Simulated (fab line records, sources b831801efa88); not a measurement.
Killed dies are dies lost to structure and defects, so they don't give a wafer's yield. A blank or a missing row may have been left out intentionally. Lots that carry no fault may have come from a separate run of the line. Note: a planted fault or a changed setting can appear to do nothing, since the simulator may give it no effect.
A struck lot beside a sound one / flow sky130 / 43 steps out of a route of 708
Sound: these wafers, L816.2, L816.5, L816.6. Struck: wafers L830.3, L830.4, L830.5. The cause comes at the end.
Each step with rows lists, per side, the tool, then ch with its chambers, then its first start. Under that, the readings that differ: sound wafers / struck wafers / difference of the means / sigmas: that difference in standard deviations of wafers without a fault.
alike: a reading whose means differ by less than 2 such deviations, as well as words and numbers matching on both sides. not compared: withheld readings; readings where some wafer has no value; bounds like >300 that might hide an equal value; numbers whose values overlap and for which the record gives no deviation.
A row with sigmas, a row that says differs or no value, or rows on one side alone: a step with any of these is where the two part. Non-overlapping numbers with no deviation appear without sigmas and do not part them. A reading that every wafer of one side lacks parts them only if that side has two wafers or more.

first, 3 steps without rows for these wafers: SKY_FIELD_ISO_CLEAN_20 (cleans in dHF, time 20 s); SKY_FIELD_ISO_WET_ETCH_21 (etches SiO2 in dHF, target depth 20 nm, time 400 s); SKY_FIELD_ISO_OXIDATION_22 (stabilise 600 s, purge 300 s, target thk 10 nm).
SKY_FIELD_ISO_THK_MEAS_23:
  struck on film-metro-01, day 5 11:19; sound on film-metro-01, day 2 08:00
  alike: FIELD_ISO_OXIDATION_01_THK
then, 1 step without rows for these wafers: SKY_FIELD_ISO_CVD_24 (deposits SiO2, target thk 595 nm, time 99.2 s).
SKY_FIELD_ISO_THK_MEAS_25:
  struck on film-metro-04, day 5 11:26; sound on film-metro-04, day 2 08:08
  alike: FIELD_ISO_CVD_24_THK
then, 1 step without rows for these wafers: SKY_FIELD_ISO_ANNEAL_26 (time 1800 s).
SKY_FIELD_ISO_CMP_27: polishes, stops on Si3N4, t overpolish 16 s, target thk 457.8 nm.
  sound on cmp-01 ch 0,1,2, day 2 11:10; struck on cmp-01 ch 0,1,3, day 5 13:02
  alike: motor-current-A, overpolish-run-s, time-to-endpoint-s
then, 4 steps without rows for these wafers: SKY_FIELD_ISO_WET_ETCH_28 (etches SiO2 in dHF, target depth 23.7 nm, time 47 s); SKY_FIELD_ISO_WET_ETCH_29 (etches Si3N4 in H3PO4, target depth 160 nm, time 1825 s); SKY_FIELD_ISO_WET_ETCH_30 (etches SiO2 in dHF, target depth 25 nm, time 50 s); SKY_NWELL_CLEAN_00 (cleans in SC1/SC2, time 150 s).
SKY_NWELL_OXIDATION_01: stabilise 600 s, purge 300 s, target thk 10 nm.
  sound on furnace-01 ch 0, day 2 13:44; struck on furnace-01 ch 0, day 5 14:14
  alike: spike-tc-lower-C, zone-power-upper-pct
SKY_NWELL_THK_MEAS_02:
  struck on film-metro-02, day 5 15:39; sound on film-metro-02, day 2 15:08
  alike: NWELL_OXIDATION_THK
then, 8 steps without rows for these wafers: SKY_DNWELL_DEHYDRATE_00 (time 60 s); SKY_DNWELL_HMDS_01 (prime time 60 s); SKY_DNWELL_COAT_02 (resist thk 3000 nm); SKY_DNWELL_SOFTBAKE_03; SKY_DNWELL_EXPOSE_04 (exposes mask DNM, target cd 3000 nm); SKY_DNWELL_PEB_05; SKY_DNWELL_DEVELOP_06 (develop time 60 s); SKY_DNWELL_IMPLANT_07.
SKY_DNWELL_STRIP_08: strips in O2/N2.
  sound on plasma-asher-01 ch 0,1, day 3 06:59; struck on plasma-asher-03 ch 0,1, day 6 10:55
reading=drypump-motor-current-A (A); sound=6.24 5.88 6.23; struck=5.49 5.56 5.58; difference=-0.57; sigmas=-2
  alike: oes-product-au, strip-time-to-endpoint-s
  not compared: rf-hours-counter-h
SKY_DNWELL_TW_MEAS_09:
  struck on film-metro-02, day 6 11:00; sound on film-metro-02, day 3 07:06
  alike: DNWELL_TW
then, 7 steps without rows for these wafers: SKY_PWDE_DEHYDRATE_00 (time 60 s); SKY_PWDE_HMDS_01 (prime time 60 s); SKY_PWDE_COAT_02 (resist thk 3050 nm); SKY_PWDE_SOFTBAKE_03; SKY_PWDE_EXPOSE_04 (exposes mask PWDEM, target cd 840 nm); SKY_PWDE_PEB_05; SKY_PWDE_DEVELOP_06 (develop time 60 s).
SKY_PWDE_OVL_MEAS_07:
  struck on overlay-01, day 7 05:54; sound on overlay-02, day 3 23:36
  alike: PWDE_OVL
after that, 1 step had no rows for these wafers: SKY_PWDE_IMPLANT_08.
SKY_PWDE_STRIP_09: strips in O2/N2.
  sound on plasma-asher-04 ch 0,1, day 3 23:47; struck on plasma-asher-01 ch 0,1, day 7 06:06
reading=drypump-motor-current-A (A); sound=5.1 5.6 5.1; struck=6.2 5.9 6.2; difference=+0.8; sigmas=+2
  alike: oes-product-au, strip-time-to-endpoint-s
  not compared: rf-hours-counter-h
SKY_PWDE_TW_MEAS_10:
  struck on film-metro-02, day 7 06:11; sound on film-metro-01, day 3 23:53
  alike: PWDE_TW
then, 7 steps without rows for these wafers: SKY_NWELL_DEHYDRATE_03 (time 60 s); SKY_NWELL_HMDS_04 (prime time 60 s); SKY_NWELL_COAT_05 (resist thk 3000 nm); SKY_NWELL_SOFTBAKE_06; SKY_NWELL_EXPOSE_07 (exposes mask NWM, target cd 840 nm); SKY_NWELL_PEB_08; SKY_NWELL_DEVELOP_09 (develop time 60 s).
-- the record jumps here: 42 days lie between the struck wafers' starts before and after (it left off in module NWELL and takes up again in module PAD_OPEN, whose first step shown is number 708 of the route) --
SKY_PAD_OPEN_PROBE_99:
  the record has rows for the struck wafers here (prober-02, day 49 11:23) and none for the sound ones

== WHERE THEY PART ==
First at SKY_DNWELL_STRIP_08; last, within this record, at SKY_PAD_OPEN_PROBE_99.

WHY: whatever the simulator had introduced
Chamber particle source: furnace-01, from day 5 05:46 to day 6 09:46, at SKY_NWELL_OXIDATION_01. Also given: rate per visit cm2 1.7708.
